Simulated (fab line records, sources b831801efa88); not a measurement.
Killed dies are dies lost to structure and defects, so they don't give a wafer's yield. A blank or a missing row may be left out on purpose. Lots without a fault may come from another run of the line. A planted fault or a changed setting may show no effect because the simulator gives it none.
A struck lot beside a sound one | flow sky130 | 20 steps out of a route of 708
Sound: wafers L838.1, L838.2, L838.3. Struck: wafers L828.2, L828.4, L828.5. The cause comes at the end.
At each step with rows: each side's tool, then ch and its chambers, then its first start. Under that, the readings that differ: sound wafers | struck wafers | difference of the means | sigmas: that difference in standard deviations of wafers without a fault.
alike: readings whose means differ by less than 2 such deviations, and words and numbers that are the same on both sides. not compared: withheld readings, readings that some wafer has no value for, bounds like >300 that may hide the same value, and numbers for which the record gives no deviation and whose values overlap.
The two part at a step that has a row with sigmas, a row that says differs or no value, or rows on one side only. Numbers that don't overlap but have no deviation are shown without sigmas and don't part them. A reading that every wafer of one side lacks parts them only if that side has two wafers or more.

first, 8 steps without rows for these wafers: SKY_RES_XHIGH_DEHYDRATE_00 (time 60 s); SKY_RES_XHIGH_HMDS_01 (prime time 60 s); SKY_RES_XHIGH_COAT_02 (resist thk 1140 nm); SKY_RES_XHIGH_SOFTBAKE_03 (time 60 s); SKY_RES_XHIGH_EXPOSE_04 (exposes mask URPM, target cd 1270 nm); SKY_RES_XHIGH_PEB_05; SKY_RES_XHIGH_DEVELOP_06 (develop time 60 s); SKY_RES_XHIGH_IMPLANT_07.
SKY_RES_XHIGH_STRIP_08: strips in O2/N2.
  sound on plasma_asher-02 ch 0,1, day 34 22:56; struck on plasma_asher-03 ch 1, day 28 07:29
  alike: drypump_motor_current_A, oes_product_au, strip_time_to_endpoint_s
  not compared: rf_hours_counter_h
SKY_RES_XHIGH_TW_MEAS_09:
  sound on film_metro-03, day 34 23:02; struck on film_metro-04, day 28 07:35
  reading      | sound          | struck         | difference | sigmas
  RES_XHIGH_TW | 1613 1604 1615 | 1659 1656 1661 | +48        | +3
then, 2 steps without rows for these wafers: SKY_SD_N_DEHYDRATE_00 (time 60 s); SKY_SD_N_HMDS_01 (prime time 60 s).
SKY_SD_N_COAT_02: resist thk 1140 nm.
  sound on litho_track-02 ch 0, day 35 10:41; struck on litho_track-01, day 28 22:16
  no value came back on the struck wafers for chill_plate_temp_C (C), dispense_pressure_kPa (kPa); on the sound wafers chill_plate_temp_C (C) reads 22.92 23.02 23.03
then, 4 steps without rows for these wafers: SKY_SD_N_SOFTBAKE_03 (time 60 s); SKY_SD_N_EXPOSE_04 (exposes mask NSDM, target cd 380 nm); SKY_SD_N_PEB_05; SKY_SD_N_DEVELOP_06 (develop time 60 s).
SKY_SD_N_CD_MEAS_07: target cd 380 nm.
  sound on cd_sem-02, day 36 00:29; struck on cd_sem-01, day 29 11:09
  reading    | sound             | struck | difference                    | sigmas
  cd_nm (nm) | 379.9 381.0 379.6 | - - -  | no value on the struck wafers |
SKY_SD_N_OVL_MEAS_08:
  sound on overlay-01, day 36 00:37; struck on overlay-02, day 29 11:16
  reading       | sound       | struck | difference                    | sigmas
  SD_N_OVL (nm) | 0.3 1.0 0.5 | - - -  | no value on the struck wafers |
-- the record jumps here: 18 days lie between the struck wafers' starts before and after (it left off in module SD_N and takes up again in module PAD_OPEN, whose first step shown is number 708 of the route) --
SKY_PAD_OPEN_PROBE_99:
  sound on prober-01, day 51 13:52; struck on prober-01, day 47 00:30
  reading             | sound    | struck      | difference | sigmas
  killed_at_front_end | 9 15 18  | 420 421 409 | +403       | +89
  killed_dies         | 77 81 97 | 492 492 492 | +407       | +42
  killed_on_rim       | 17 18 20 | 96 96 96    | +78        | +20
  alike: killed_at_M0_to_M3, killed_at_M4_up, killed_at_contacts, killed_open, killed_short

WHERE THEY PART
First at SKY_RES_XHIGH_TW_MEAS_09; last, within this record, at SKY_PAD_OPEN_PROBE_99.

WHY: what the simulator had put in
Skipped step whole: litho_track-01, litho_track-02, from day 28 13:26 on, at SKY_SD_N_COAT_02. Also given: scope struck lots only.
